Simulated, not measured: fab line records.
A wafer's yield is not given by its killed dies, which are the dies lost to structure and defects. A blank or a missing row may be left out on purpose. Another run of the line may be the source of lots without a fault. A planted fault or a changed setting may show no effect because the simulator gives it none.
fab line records	flow sky130
record lots=13	wafers=39	lastDay=50
route steps=708 shown LDD_LDN@301 SD_P@328 SD_N@353 LI_CONTACT@374
lots with no fault: from the same line, run without faults
startH: hours from the record's opening day to when the first of the lot's shown wafers began	waitH: hours from the lot's prior step to this one	" same as the row above	L1.1+2: a single row standing in for several wafers	- either no value or no given start	* or withheld: withheld	< > ~ a bound
route shown NAME@n: NAME is a module with steps in the file, n the number in the route of the first one	usual: mean/standard deviation of fault-free wafers	same: alike in all rows	chamber/n: place in a boat	sites: the reading at each site	_std_site: their standard deviation	_edge_site: inner sites' mean taken away from outer sites' mean	radiusMm: for every site, how far away it sits from the centre of the wafer	mask NAME#n: copy n	behind: the tool/chamber that last shaped the wafer	hold: cause of the lot's hold/its duration in hours/its outcome	device: the n, p or np transistor that did not switch	end of line: tests run on the same wafers once the route is complete	for a step that has no rows: nothing shown but its recipe	killed: dies lost to structure and defects at the first sort, not the wafer's yield	map: shows each die of a wafer: x if killed, . if not, _ if none is there
set.NAME: the setting that was run; set.NAME@STEP: the one run at that earlier step	model.NAME: the simulator's own value behind a step, which no gauge read
steps of the route over a sample of lots; a table a step, a row a wafer
services: a tool's chamber out of use, with start hour (startH, from the record's first day; less than 0 if before it), hours out, and reason
## steps
# step SKY_LDD_LDN_STRIP_12
# recipe chemistry=O2/N2	powerW=1400	pressureMtorr=1500	platenTempC=withheld	o2FlowSccm=3000	n2FlowSccm=300	overashFraction=0.5
# usual chamberPressureMTorr=1500.1/1.3	drypumpMotorCurrentA=5.7/0.41	oesProductAu=0.715/0.0047	stripTimeToEndpointS=14.20/0.04
lot.wafer	tool	chamber	startH	waitH	chamberPressureMTorr	drypumpMotorCurrentA	oesProductAu	rfHoursCounterH	stripTimeToEndpointS
L959.1	plasmaAsher-02	0	517.90	0.1	1499.1	5.8	0.715	82	14.12
L959.2	"	1	"	"	1498.8	6.2	0.714	82	14.16
L959.3	"	0	"	"	1499.9	5.8	0.716	-	14.15
L960.2	plasmaAsher-01	1	532.81	0.1	1501.8	6.1	0.717	38	14.17
L960.4	"	0	"	"	1500.0	5.3	0.716	-	14.16
L960.5	"	1	"	"	1498.6	6.1	0.724	-	14.13
L962.1	plasmaAsher-01	0	560.95	0.1	1500.4	5.3	0.722	41	14.12
L962.3	"	1	"	"	1500.5	6.0	0.716	-	14.13
L962.4	"	0	"	"	1499.5	5.3	0.713	-	14.18
L963.3	plasmaAsher-01	1	563.18	0.1	1502.1	6.0	0.711	-	14.17
L963.5	"	1	"	"	1500.5	6.0	0.716	-	14.19
L963.6	"	0	"	"	1498.5	5.3	0.718	-	14.24
L966.1	plasmaAsher-01	0	615.58	0.1	1498.6	5.3	0.719	47	14.22
L966.2	"	1	"	"	1500.5	6.0	0.722	47	14.24
L966.4	"	0	"	"	1496.6	5.3	0.705	-	14.22
L975.2	plasmaAsher-01	0	662.48	0.1	1499.8	5.3	0.724	52	14.17
L975.5	"	1	"	"	1499.1	6.1	0.716	-	14.21
L975.6	"	0	"	"	1500.7	5.3	0.720	-	14.19
L977.2	plasmaAsher-02	1	672.63	0.1	1498.4	6.3	0.725	99	14.16
L977.4	"	0	"	"	1498.5	5.8	0.715	-	14.15
L977.5	"	0	"	"	1500.8	5.8	0.717	-	14.17
L976.1	plasmaAsher-03	0	674.90	0.1	1500.7	6.0	0.717	20	14.24
L976.2	"	1	"	"	1502.4	5.1	0.711	20	14.26
L976.4	"	1	"	"	1498.7	5.0	0.719	-	14.25
L978.1	plasmaAsher-01	1	688.23	0.1	1500.6	6.1	0.713	55	14.27
L978.2	"	0	"	"	1501.4	5.3	0.714	55	14.26
L978.3	"	0	"	"	1499.0	5.3	0.712	-	14.25
L979.3	plasmaAsher-03	0	690.06	0.1	1501.4	6.0	0.716	-	14.19
L979.4	"	1	"	"	1499.7	5.1	0.718	-	14.19
L979.5	"	1	"	"	1498.4	5.0	0.714	-	14.18
L980.1	plasmaAsher-01	1	699.06	0.1	1500.4	6.1	0.708	56	14.23
L980.4	"	0	"	"	1497.3	5.3	0.719	-	14.24
L980.5	"	0	"	"	1500.5	5.3	0.723	-	14.25
L981.1	plasmaAsher-02	1	711.71	0.1	1500.6	6.2	0.716	103	14.23
L981.2	"	0	"	"	1500.5	5.8	0.711	103	14.27
L981.3	"	0	"	"	1498.6	5.8	0.715	-	14.19
L982.1	plasmaAsher-03	0	712.10	0.1	1498.3	6.0	0.722	24	14.19
L982.4	"	0	"	"	1499.1	6.0	0.711	-	14.16
L982.5	"	1	"	"	1499.3	5.0	0.710	-	14.21
# step SKY_SD_P_OVL_MEAS_08
# usual SD_P_OVL=0.3/1.3
lot.wafer	tool	chamber	startH	waitH	SD_P_OVL[nm]
L959.1	overlay-01	-	580.28	0.1	2.4
L959.2	"	-	"	"	2.9
L959.3	"	-	"	"	3.5
L960.2	overlay-02	-	593.47	0.1	1.7
L960.4	"	-	"	"	0.6
L960.5	"	-	"	"	0.7
L962.1	overlay-01	-	621.36	0.1	-0.4
L962.3	"	-	"	"	1.2
L962.4	"	-	"	"	0.4
L963.3	overlay-02	-	622.68	0.1	0.4
L963.5	"	-	"	"	0.6
L963.6	"	-	"	"	-0.1
L966.1	overlay-02	-	676.21	0.1	-1.0
L966.2	"	-	"	"	0.5
L966.4	"	-	"	"	-0.2
L975.2	overlay-01	-	727.11	0.1	-1.1
L975.5	"	-	"	"	-1.3
L975.6	"	-	"	"	-1.3
L977.2	overlay-02	-	730.07	0.1	0.2
L977.4	"	-	"	"	0.8
L977.5	"	-	"	"	-0.8
L976.1	overlay-02	-	732.96	0.1	1.8
L976.2	"	-	"	"	1.1
L976.4	"	-	"	"	1.0
L978.1	overlay-02	-	746.06	0.1	-0.9
L978.2	"	-	"	"	0.8
L978.3	"	-	"	"	0.8
L979.3	overlay-02	-	747.66	0.1	-1.5
L979.4	"	-	"	"	-0.2
L979.5	"	-	"	"	-1.1
L980.1	overlay-01	-	755.83	0.1	-1.4
L980.4	"	-	"	"	0.5
L980.5	"	-	"	"	-0.6
L981.1	overlay-01	-	766.21	0.1	0.2
L981.2	"	-	"	"	0.5
L981.3	"	-	"	"	-0.5
L982.1	overlay-01	-	768.26	0.1	0.0
L982.4	"	-	"	"	0.4
L982.5	"	-	"	"	0.1
# step SKY_SD_N_STRIP_11
# recipe chemistry=O2/N2	powerW=1400	pressureMtorr=1500	platenTempC=withheld	o2FlowSccm=3000	n2FlowSccm=300	overashFraction=0.5
# usual chamberPressureMTorr=1499.8/1.2	drypumpMotorCurrentA=5.7/0.41	oesProductAu=0.528/0.0049	stripTimeToEndpointS=22.56/0.048
lot.wafer	tool	chamber	startH	waitH	chamberPressureMTorr	drypumpMotorCurrentA	oesProductAu	rfHoursCounterH	stripTimeToEndpointS
L959.1	plasmaAsher-02	1	638.47	0.1	1501.5	6.2	0.525	95	22.45
L959.2	"	0	"	"	1502.5	5.8	0.525	95	22.53
L959.3	"	0	"	"	1499.5	5.8	0.527	-	22.52
L960.2	plasmaAsher-03	1	651.37	0.1	1499.2	5.0	0.537	18	22.64
L960.4	"	0	"	"	1498.4	6.0	0.531	-	22.57
L960.5	"	1	"	"	1499.2	5.0	0.533	-	22.61
L962.1	plasmaAsher-02	0	678.18	0.1	1501.9	5.8	0.527	100	22.60
L962.3	"	0	"	"	1501.5	5.8	0.530	-	22.55
L962.4	"	1	"	"	1499.7	6.2	0.524	-	22.60
L963.3	plasmaAsher-02	0	679.55	0.1	1498.5	5.8	0.530	-	22.55
L963.5	"	0	"	"	1499.4	5.8	0.530	-	22.54
L963.6	"	1	"	"	1497.7	6.2	0.529	-	22.55
L966.1	plasmaAsher-03	0	731.68	0.1	1517.7	6.0	0.231	25	-
L966.2	"	1	"	"	1517.4	5.0	0.420	25	-
L966.4	"	0	"	"	1489.1	5.8	0.212	-	-
L975.2	plasmaAsher-03	1	781.70	0.1	1498.4	5.0	0.532	30	22.56
L975.5	"	1	"	"	1498.8	5.0	0.518	-	22.57
L975.6	"	0	"	"	1500.4	6.0	0.525	-	22.60
L977.2	plasmaAsher-01	0	784.20	0.1	1502.6	5.3	0.532	65	22.54
L977.4	"	0	"	"	1499.5	5.4	0.535	-	22.51
L977.5	"	0	"	"	1498.5	5.3	0.535	-	22.53
L976.1	plasmaAsher-03	0	787.32	0.1	1498.5	6.0	0.533	31	22.54
L976.2	"	1	"	"	1502.2	5.0	0.529	31	22.54
L976.4	"	0	"	"	1500.5	6.0	0.521	-	22.51
L978.1	plasmaAsher-03	0	799.92	0.1	1499.8	6.0	0.529	32	22.53
L978.2	"	1	"	"	1501.3	5.0	0.529	32	22.58
L978.3	"	0	"	"	1499.9	6.0	0.530	-	22.51
L979.3	plasmaAsher-03	1	801.81	0.1	1500.0	5.0	0.524	-	22.50
L979.4	"	0	"	"	1499.4	6.0	0.525	-	22.52
L979.5	"	0	"	"	1498.4	6.0	0.524	-	22.49
L980.1	plasmaAsher-01	1	809.23	0.1	1498.6	6.1	0.525	67	22.48
L980.4	"	0	"	"	1500.0	5.3	0.531	-	22.53
L980.5	"	1	"	"	1501.1	6.0	0.525	-	22.49
L981.1	plasmaAsher-01	0	819.77	0.1	1497.4	5.3	0.530	68	22.54
L981.2	"	1	"	"	1501.0	6.1	0.523	68	22.55
L981.3	"	1	"	"	1499.1	6.0	0.527	-	22.52
L982.1	plasmaAsher-02	0	821.62	0.1	1500.3	5.8	0.527	7	22.52
L982.4	"	1	"	"	1500.0	6.2	0.531	-	22.56
L982.5	"	1	"	"	1499.1	6.2	0.520	-	22.50
# step SKY_LI_CONTACT_CD_MEAS_12
# recipe targetCdNm=170
# usual cdNm=170.1/1.5
lot.wafer	tool	chamber	startH	waitH	cdNm
L959.1	cdSem-02	-	667.86	-	168.7
L959.2	"	-	"	"	167.4
L959.3	"	-	"	"	168.7
L960.2	cdSem-02	-	679.69	-	169.0
L960.4	"	-	"	"	169.7
L960.5	"	-	"	"	168.5
L962.1	cdSem-02	-	706.29	-	169.2
L962.3	"	-	"	"	170.6
L962.4	"	-	"	"	169.2
L963.3	cdSem-02	-	708.45	-	171.5
L963.5	"	-	"	"	168.9
L963.6	"	-	"	"	171.7
L966.1	cdSem-02	-	760.36	-	170.5
L966.2	"	-	"	"	170.4
L966.4	"	-	"	"	171.2
L975.2	cdSem-01	-	810.09	-	169.0
L975.5	"	-	"	"	169.9
L975.6	"	-	"	"	169.5
L977.2	cdSem-02	-	812.98	-	171.9
L977.4	"	-	"	"	169.8
L977.5	"	-	"	"	170.8
L976.1	cdSem-02	-	815.21	-	166.5
L976.2	"	-	"	"	167.2
L976.4	"	-	"	"	167.9
L978.1	cdSem-01	-	828.21	-	172.6
L978.2	"	-	"	"	172.5
L978.3	"	-	"	"	172.6
L979.3	cdSem-02	-	829.78	-	170.7
L979.4	"	-	"	"	171.5
L979.5	"	-	"	"	171.0
L980.1	cdSem-02	-	837.31	-	170.3
L980.4	"	-	"	"	169.9
L980.5	"	-	"	"	169.2
L981.1	cdSem-01	-	847.29	-	167.7
L981.2	"	-	"	"	167.8
L981.3	"	-	"	"	167.4
L982.1	cdSem-01	-	849.54	-	173.5
L982.4	"	-	"	"	172.6
L982.5	"	-	"	"	171.3
## services
tool	chamber	startH	hours	kind
plasmaAsher-03	-	576.64	2.3	repair
plasmaAsher-03	-	609.13	39.3	pm
plasmaAsher-01	-	634.31	2.8	pm
plasmaAsher-02	-	733.75	9.0	pm
plasmaAsher-02	0	733.75	9.0	ventCycle
plasmaAsher-02	1	733.75	9.0	ventCycle
plasmaAsher-02	0	742.75	-	clean
plasmaAsher-02	1	742.75	-	clean
plasmaAsher-02	-	781.15	2.8	pm
## key
firstSign step=SKY_SD_N_STRIP_11	reading=oesProductAu	direction=down	sigmas=49	usual=0.528	struck=0.288
effect step=SKY_SD_N_STRIP_11	reading=chamberPressureMTorr	direction=up	sigmas=6.6	usual=1499.8	struck=1508.1
metAt SKY_SD_N_STRIP_11
struckLots L966
laterRowsLeftOut L966.1,L966.2,L966.4
sortLeftOut L966.1,L966.2,L966.4
testerLeftOut L966
notActingAt SKY_LDD_LDN_STRIP_12,SKY_SD_P_OVL_MEAS_08,SKY_LI_CONTACT_CD_MEAS_12
onsetBetween 651.37 731.68
fault kind=stripAborted	tool=plasmaAsher-03	chamber=-	onsetH=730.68	steps=SKY_SD_N_STRIP_11	offset=1	endH=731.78
# testerLeftOut: of these lots the tester's yield and bins aren't shown, on N5 and GAA mostly nor the transistor test; their killed dies are dies lost to structure and defects alone, not to doping, threshold or leakage, so they don't give the yield
# sortLeftOut: the simulated sort isn't trusted on such a fault, so these wafers' sort isn't shown, and their yield isn't known
# laterRowsLeftOut: the simulator's readings of these wafers behind a module that went badly wrong aren't trusted and aren't shown, but for the sort
